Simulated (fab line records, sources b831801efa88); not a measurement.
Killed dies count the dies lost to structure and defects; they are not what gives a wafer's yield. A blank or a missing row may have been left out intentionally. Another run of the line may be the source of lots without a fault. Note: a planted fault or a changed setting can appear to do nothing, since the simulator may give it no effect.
Which tool is to blame? || flow sky130 || 7 lots, 21 wafers sampled, at 4 steps of a route of 708

== WHAT THE GAUGES READ, wafer by wafer ==
SKY_PAD_OPEN_BOW_MEAS_13.
{"lot": "L701", "measured": "day 46 06:23", "on": "filmMetro-02", "PAD_OPEN_BOW (um)": "28 50 49"}
{"lot": "L703", "measured": "day 46 18:40", "on": "filmMetro-01", "PAD_OPEN_BOW (um)": "44 47 57"}
{"lot": "L712", "measured": "day 49 16:04", "on": "filmMetro-02", "PAD_OPEN_BOW (um)": "38 29 38"}
{"lot": "L714", "measured": "day 49 18:53", "on": "filmMetro-02", "PAD_OPEN_BOW (um)": "55 51 54"}
{"lot": "L717", "measured": "day 49 22:10", "on": "filmMetro-03", "PAD_OPEN_BOW (um)": "58 51 70"}
{"lot": "L719", "measured": "day 50 05:18", "on": "filmMetro-02", "PAD_OPEN_BOW (um)": "49 43 58"}
{"lot": "L722", "measured": "day 50 21:17", "on": "filmMetro-03", "PAD_OPEN_BOW (um)": "51 49 57"}

== TOOL THAT RAN EACH LOT (tool first, then ch and the chambers of the sampled wafers, then the start) ==
{"lot": "L701", "SKY_FIELD_ISO_WET_ETCH_30": "wetBench-04 ch 3, day 2 22:20", "SKY_METAL5_SPUTTER_00": "pvdSputter-02, day 43 09:04", "SKY_METAL5_DESCUM_14": "rieMetal-03 ch 0,1, day 44 08:07"}
{"lot": "L703", "SKY_FIELD_ISO_WET_ETCH_30": "wetBench-04 ch 1, day 3 06:43", "SKY_METAL5_SPUTTER_00": "pvdSputter-02, day 44 00:06", "SKY_METAL5_DESCUM_14": "rieMetal-02 ch 0,1, day 44 22:55"}
{"lot": "L712", "SKY_FIELD_ISO_WET_ETCH_30": "wetBench-04 ch 3, day 5 09:23", "SKY_METAL5_SPUTTER_00": "pvdSputter-01, day 47 05:00", "SKY_METAL5_DESCUM_14": "rieMetal-04 ch 1, day 48 00:10"}
{"lot": "L714", "SKY_FIELD_ISO_WET_ETCH_30": "wetBench-04 ch 3, day 5 16:58", "SKY_METAL5_SPUTTER_00": "pvdSputter-01, day 47 07:07", "SKY_METAL5_DESCUM_14": "rieMetal-02 ch 0,1, day 48 02:31"}
{"lot": "L717", "SKY_FIELD_ISO_WET_ETCH_30": "wetBench-04 ch 0, day 6 07:23", "SKY_METAL5_SPUTTER_00": "pvdSputter-01, day 47 10:19", "SKY_METAL5_DESCUM_14": "rieMetal-03 ch 0,1, day 48 05:58"}
{"lot": "L719", "SKY_FIELD_ISO_WET_ETCH_30": "wetBench-01 ch 3, day 6 17:49", "SKY_METAL5_SPUTTER_00": "pvdSputter-02, day 47 19:35", "SKY_METAL5_DESCUM_14": "rieMetal-02 ch 0, day 48 14:07"}
{"lot": "L722", "SKY_FIELD_ISO_WET_ETCH_30": "wetBench-03 ch 3, day 7 11:23", "SKY_METAL5_SPUTTER_00": "pvdSputter-02, day 48 14:43", "SKY_METAL5_DESCUM_14": "rieMetal-03 ch 0, day 49 09:01"}
- SKY_FIELD_ISO_WET_ETCH_30: etches SiO2 in dHF, target depth 25 nm, time 50 s.
- SKY_METAL5_SPUTTER_00: material Ti, target thk 15 nm, time 10 s.
- SKY_METAL5_DESCUM_14: chemistry O2, time 11 s.

== THE ANSWER, worked out from the rows above alone ==
Rule: the lots themselves supply what counts as usual. Put in order of their means at a reading, lots are off if they are a third of the lots or fewer, leave a main group of 4 or more, and stand apart from it by a gap of 3 or more times the standard deviation of the main group's means; of several such gaps the widest counts. If all means in a main group match to the digits the tables above print for the reading, that group is not used. Also off: a lot with no number at a reading for which 4 or more lots have one. All remaining lots with rows at the step are treated as sound.
Nothing can be told from this: no lot is off at any reading shown.

== WHAT THE SIMULATOR PUT IN ==
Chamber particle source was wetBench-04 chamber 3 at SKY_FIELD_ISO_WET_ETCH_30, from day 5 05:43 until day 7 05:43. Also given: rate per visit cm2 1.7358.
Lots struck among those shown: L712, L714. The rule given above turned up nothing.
